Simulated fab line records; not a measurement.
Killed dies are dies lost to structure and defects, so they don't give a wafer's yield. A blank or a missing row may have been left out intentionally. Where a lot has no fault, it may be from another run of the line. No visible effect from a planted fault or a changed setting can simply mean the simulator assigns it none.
Which tool was responsible? -- flow gf180mcu -- Sampling: 14 lots, 42 wafers, 4 of 602 route steps

## WHAT THE GAUGES SHOWED, per wafer
GF_V5_OVL_MEAS_15.
lot,measured,on,V5_OVL (nm)
L950,day 27 01:49,overlay-01,6 7 -3
L951,day 27 20:47,overlay-02,-8 -3 -3
L953,day 28 00:19,overlay-02,9 11 14
L954,day 28 18:27,overlay-02,8 2 0
L956,day 29 03:13,overlay-02,17 9 5
L955,day 29 07:20,overlay-01,1 -5 -8
L957,day 29 12:15,overlay-01,1 10 -7
L958,day 29 21:04,overlay-01,1 1 -3
L960,day 30 09:21,overlay-01,-7 -5 -7
L965,day 31 15:13,overlay-01,3 9 8
L966,day 31 22:30,overlay-02,0 -3 6
L968,day 32 11:53,overlay-02,-2 4 -7
L969,day 32 14:49,overlay-02,-5 -6 2
L970,day 32 21:13,overlay-02,4 -3 -6

GF_PASSIVATION_THK_MEAS_01.
lot,measured,on,PASSIVATION_CVD_00_THK (nm)
L950,day 28 00:23,film_metro-02,1013 1009 1006
L951,day 28 18:43,film_metro-02,980 995 1002
L953,day 28 22:33,film_metro-04,992 1004 1003
L954,day 29 16:56,film_metro-01,1024 1003 1023
L956,day 30 00:17,film_metro-02,1003 1026 995
L955,day 30 04:56,film_metro-01,994 1007 1000
L957,day 30 09:15,film_metro-04,977 969 997
L958,day 30 17:37,film_metro-01,999 998 1009
L960,day 31 06:04,film_metro-02,994 982 1019
L965,day 32 10:17,film_metro-01,1010 1027 1011
L966,day 32 17:38,film_metro-02,987 1003 1000
L968,day 33 06:52,film_metro-01,967 1009 984
L969,day 33 09:26,film_metro-01,975 1011 994
L970,day 33 19:59,film_metro-04,1004 1007 1011

GF_PASSIVATION_THK_MEAS_03.
lot,measured,on,PASSIVATION_CVD_02_THK (nm)
L950,day 28 00:52,film_metro-04,692 699 702
L951,day 28 19:04,film_metro-04,690 691 708
L953,day 28 22:57,film_metro-01,680 706 711
L954,day 29 17:17,film_metro-02,701 709 716
L956,day 30 00:38,film_metro-02,696 703 690
L955,day 30 05:17,film_metro-04,695 710 710
L957,day 30 09:36,film_metro-02,700 694 707
L958,day 30 17:58,film_metro-01,697 702 700
L960,day 31 06:25,film_metro-04,685 700 702
L965,day 32 10:38,film_metro-02,681 700 710
L966,day 32 17:59,film_metro-01,702 691 694
L968,day 33 07:13,film_metro-02,691 702 710
L969,day 33 09:47,film_metro-04,686 688 696
L970,day 33 20:20,film_metro-02,708 710 702

## EACH LOT AND THE TOOL THAT RAN IT (in order: tool; ch and the chambers of the sampled wafers; start)
lot,GF_SAB_CVD_00
L950,"pecvd-03 ch 1,2, day 14 01:42"
L951,"pecvd-01 ch 0,2, day 14 20:33"
L953,"pecvd-04 ch 0,1,2, day 15 03:03"
L954,"pecvd-03 ch 0,1, day 15 19:53"
L956,"pecvd-04 ch 0,1,2, day 16 09:13"
L955,"pecvd-01 ch 0,1, day 16 11:00"
L957,"pecvd-04 ch 0,2, day 16 19:18"
L958,"pecvd-04 ch 1,2, day 17 02:33"
L960,"pecvd-04 ch 0,1,2, day 17 19:37"
L965,"pecvd-01 ch 0,1,2, day 19 11:31"
L966,"pecvd-01 ch 0,1,2, day 19 20:45"
L968,"pecvd-03 ch 0,1,2, day 20 17:20"
L969,"pecvd-03 ch 1,2, day 20 22:23"
L970,"pecvd-03 ch 0,1,2, day 21 05:10"
- GF_SAB_CVD_00: deposits SiO2 from TEOS, target thk 50 nm, time 4.9302 s.

## WHAT THE TOOLS THEMSELVES READ (means of the sampled wafers that have a number; where no wafer has one, the mark that the record gives instead)
GF_SAB_CVD_00.
lot,tool,heater_power_w (W)
L950,pecvd-03,619
L951,pecvd-01,783
L953,pecvd-04,682
L954,pecvd-03,599
L956,pecvd-04,677
L955,pecvd-01,663
L957,pecvd-04,691
L958,pecvd-04,778
L960,pecvd-04,698
L965,pecvd-01,733
L966,pecvd-01,689
L968,pecvd-03,635
L969,pecvd-03,598
L970,pecvd-03,648

## THE ANSWER, worked out from the rows above alone
Rule: what is usual is taken from the lots themselves. Put in order of their means at a reading, lots are off if they are a third of the lots or fewer, leave a main group of 4 or more, and stand apart from it by a gap of 3 or more times the standard deviation of the main group's means; of several such gaps the widest counts. A main group is skipped when, at the precision printed for the reading in the tables above, its means are all equal. Also off: a lot with no number at a reading for which 4 or more lots have one. Any other lot the step has rows for is counted as sound. Order of review: gauges by route order, followed by the tools' own readings, for which a lot's mean as printed above is used. The first step at which some lot is off is used, and at that step the reading that is off furthest; a lot without a number counts as furthest.
No lot is off at any reading shown: from this, nothing can be told.

## WHAT WAS PUT IN BY THE SIMULATOR
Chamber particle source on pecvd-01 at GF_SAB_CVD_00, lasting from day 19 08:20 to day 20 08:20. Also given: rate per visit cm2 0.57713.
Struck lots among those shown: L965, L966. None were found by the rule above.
